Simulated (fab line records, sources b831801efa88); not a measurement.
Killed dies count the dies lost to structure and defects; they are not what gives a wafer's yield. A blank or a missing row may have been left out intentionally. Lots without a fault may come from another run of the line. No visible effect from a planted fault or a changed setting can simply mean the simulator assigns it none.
Code-filled problem report in 8D (eight disciplines) form -- flow sky130 -- the parts of the form that need people (team, actions taken, sign-off) are left out

## 1. WHAT WENT WRONG
Mean VIA4_W_RS at SKY_VIA4_RS_MEAS_19: 0.300 ohm/sq over 4 wafers in 2 lots; fault-free wafers: 0.226 ohm/sq, standard deviation 0.0044. That puts it +17 standard deviations away from the usual mean.
The step: measures by four-point-probe.
First seen on wafer L726.2, day 46 12:02, on film_metro-03. At this step, 30 wafers from 10 lots have a number in the record. Rule for "out" (also "out of limits"): further than 4 standard deviations from the usual mean. The other wafers with a number count as sound.

## 2. WHAT IT IS AND WHAT IT IS NOT
question,is,is not
which readings at this step,VIA4_W_RS,-
which lots,"L726, L733","L712, L714, L718, L719, L720, L724, L725, L730"
which wafers of those lots,"L726.2, L726.3, L733.2, L733.5","L726.6, L733.4"
read on which gauges,"film_metro-03, film_metro-04",film_metro-01
when,from day 46 12:02,"up to then (22 sound wafers); but 4 sound wafers of L730, L733 came after"

## 3. THE SUSPECTS, EACH WITH WHAT RULES IT OUT
Counting: a tool at a process step up to the reading stays a suspect if it ran every lot that is out. Sound lots after the first of them don't rule it out here, since some wafers of a struck lot are sound.
- the gauge at SKY_VIA4_RS_MEAS_19 is ruled out. The wafers that are out were read on 2 gauges (film_metro-03, film_metro-04).
- cvd_w-02 at SKY_VIA4_CVD_18 (deposits W, target thk 505 nm, time 152.14 s): kept. Ran every lot that is out, first one L726 (day 46 11:52); last sound lot up to then L725 (day 46 09:54). Its own readings are out on those wafers: susceptor_temp_C.
- At SKY_VIA4_CVD_18 on cvd_w-02, chamber 1 took the sound wafers of the same lots and chamber 0 took the wafers that are out.
After counting, what remains is cvd_w-02 at SKY_VIA4_CVD_18.

## 4. THE CAUSE (what the simulator had put in)
cvd_w-02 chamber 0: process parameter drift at SKY_VIA4_CVD_18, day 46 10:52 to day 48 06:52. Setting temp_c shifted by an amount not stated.
Counting left only this tool.

## 5. THE EFFECT CHAIN, in route order
Each row: a reading whose mean over the struck wafers that have a number lies more than 3 standard deviations from the usual. Only readings for which the record gives a usual standard deviation are gone through. hours: the time from each lot's start at the first step in this table that gives one to its start at this step, as a median over the lots. sigmas: the change in usual standard deviations.
hours,step,reading,usual,on struck wafers,change,sigmas
0,SKY_VIA4_CVD_18,heater_power_outer_w,526 W,450,-76,-3.6
0,SKY_VIA4_CVD_18,susceptor_temp_C,400.02 C,384.73,-15.29,-64
0,SKY_VIA4_RS_MEAS_19,VIA4_W_RS,0.226 ohm/sq,0.300,+0.074,+17
0,SKY_VIA4_THK_MEAS_20,VIA4_W_THK,502 nm,379,-123,-12
0,SKY_VIA4_CMP_21,time_to_endpoint_s,121 s,92,-29,-6.3
Here are the process steps it includes:
- SKY_VIA4_CVD_18: deposits W, target thk 505 nm, time 152.14 s.
- SKY_VIA4_CMP_21: polishes, stops on SiO2, t overpolish 25 s, target thk 0 nm.

## 6. HOW IT WOULD HAVE BEEN CAUGHT EARLIER
In this record the first reading out of limits at a measuring or inspecting step was taken at day 46 12:02, 1 hour after the fault began at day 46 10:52.
At SKY_VIA4_CVD_18, the tool's own readings (susceptor_temp_C) were out on each struck wafer the step has a row for, so an alarm limit on them would have fired on the first such wafer.
Of the lots that are out (2), L733 began SKY_VIA4_CVD_18 on cvd_w-02 after day 46 12:02. A hold on the tool at that time would have spared it.
